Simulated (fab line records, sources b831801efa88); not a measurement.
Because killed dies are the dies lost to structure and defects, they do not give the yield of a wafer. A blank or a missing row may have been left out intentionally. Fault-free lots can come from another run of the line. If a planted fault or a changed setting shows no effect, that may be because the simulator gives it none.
Struck lot and sound lot, side by side || flow sky130 || 16 out of 708 route steps
Sound: these wafers, L700.1, L700.4, L700.6. Struck: wafers L709.1, L709.6 (left out: L709.4, a lot-mate that was not struck); the cause follows at the end.
Each step with rows lists, per side, the tool, then ch with its chambers, then its first start. Under that, the readings that differ: sound wafers || struck wafers || difference of the means || sigmas: that difference in standard deviations of wafers without a fault.
alike: a reading whose means differ by less than 2 such deviations, as well as words and numbers matching on both sides. not compared: withheld readings; readings where some wafer has no value; bounds like >300 that might hide an equal value; numbers whose values overlap and for which the record gives no deviation.
The two part at a step that has a row with sigmas, a row that says differs or no value, or rows on one side only. Numbers that have no deviation but don't overlap get no sigmas and don't part them. A reading missing from all wafers of one side parts the sides only when that side holds two or more wafers.

first, 2 steps without rows for these wafers: SKY_METAL4_PEB_11; SKY_METAL4_DEVELOP_12 (develop time 62.73 s).
SKY_METAL4_CD_MEAS_13 targets a cd of 300 nm.
  struck on cd sem-01, day 45 20:29; sound on cd sem-02, day 42 08:03
  alike: cd nm
SKY_METAL4_OVL_MEAS_14:
  struck on overlay-02, day 45 20:37; sound on overlay-01, day 42 08:10
{"reading": "METAL4_OVL (nm)", "sound": "10 6 9", "struck": "-7 -2", "difference": -13, "sigmas": -2}
SKY_METAL4_DESCUM_15: chemistry O2, time 8 s.
  sound on rie metal-04 ch 0,1, day 42 08:13; struck on rie metal-02 ch 0,1, day 45 20:38
  alike: drypump motor current A, oes product au
  not compared: rf hours counter h
then, 1 step without rows for these wafers: SKY_METAL4_ETCH_16 (etches BARC in N2/H2, stops on SiO2, time 88.2 s, target depth 60 nm).
SKY_METAL4_ETCH_17: etches SiO2 in C4F8/O2/Ar, stops on TiN, time 3.9 s, target depth 15 nm.
  sound on rie diel-01 ch 0,1,2, day 42 08:20; struck on rie diel-02 ch 2,3, day 45 20:46
  alike: oes product au
  not compared: rf hours counter h
SKY_METAL4_METAL_ETCH_18: etches the open film in Cl2/BCl3, stops on SiO2, target depth 845 nm, time 183.1 s.
  sound on rie metal-01 ch 0,1, day 42 08:22; struck on rie metal-04 ch 0,1, day 45 20:47
  alike: drypump motor current A, oes product au, throttle valve pct
  not compared: rf hours counter h
SKY_METAL4_STRIP_19: strips in O2/N2.
  sound on plasma asher-04 ch 0,1, day 42 08:32; struck on plasma asher-03 ch 0,1, day 45 20:58
  alike: drypump motor current A, oes product au, strip time to endpoint s
  not compared: rf hours counter h
then, 3 steps without rows for these wafers: SKY_METAL4_STRIP_20 (strips in post etch residue remover, time 1200 s); SKY_METAL4_CLEAN_21 (cleans in IPA, time 180 s); SKY_METAL4_CLEAN_22 (cleans in O3/DIW).
SKY_VIA4_HDPCVD_00: deposits SiO2, target thk 1750 nm, time 291.7 s.
  sound on hdpcvd-02 ch 0,1, day 42 09:08; struck on hdpcvd-01 ch 2, day 45 21:40
{"reading": "model.SiO2_of_VIA4_HDPCVD_00.thk nm (nm)", "sound": "1729 1723 1774", "struck": "3375 3406", "difference": "+1648", "sigmas": ""}
SKY_VIA4_THK_MEAS_01:
  struck on film metro-03, day 45 21:50; sound on film metro-01, day 42 09:19
{"reading": "VIA4_HDPCVD_THK (nm)", "sound": "1729 1724 1774", "struck": "3375 3406", "difference": "+1648", "sigmas": "+66"}
SKY_VIA4_CMP_02: polishes SiO2.
  sound on cmp-02 ch 1,3, day 42 09:22; struck on cmp-02 ch 1,3, day 45 22:07
  alike: edge zone pressure frac, motor current A
following that, these wafers have no rows for 1 step: SKY_PAD_OPEN_PROBE_99.

== WHERE THEY PART ==
At SKY_METAL4_OVL_MEAS_14 first; at SKY_VIA4_THK_MEAS_01 last (within this record only). Later steps at which nothing parts them and some readings are alike: SKY_VIA4_CMP_02.

WHY: what had been put in by the simulator
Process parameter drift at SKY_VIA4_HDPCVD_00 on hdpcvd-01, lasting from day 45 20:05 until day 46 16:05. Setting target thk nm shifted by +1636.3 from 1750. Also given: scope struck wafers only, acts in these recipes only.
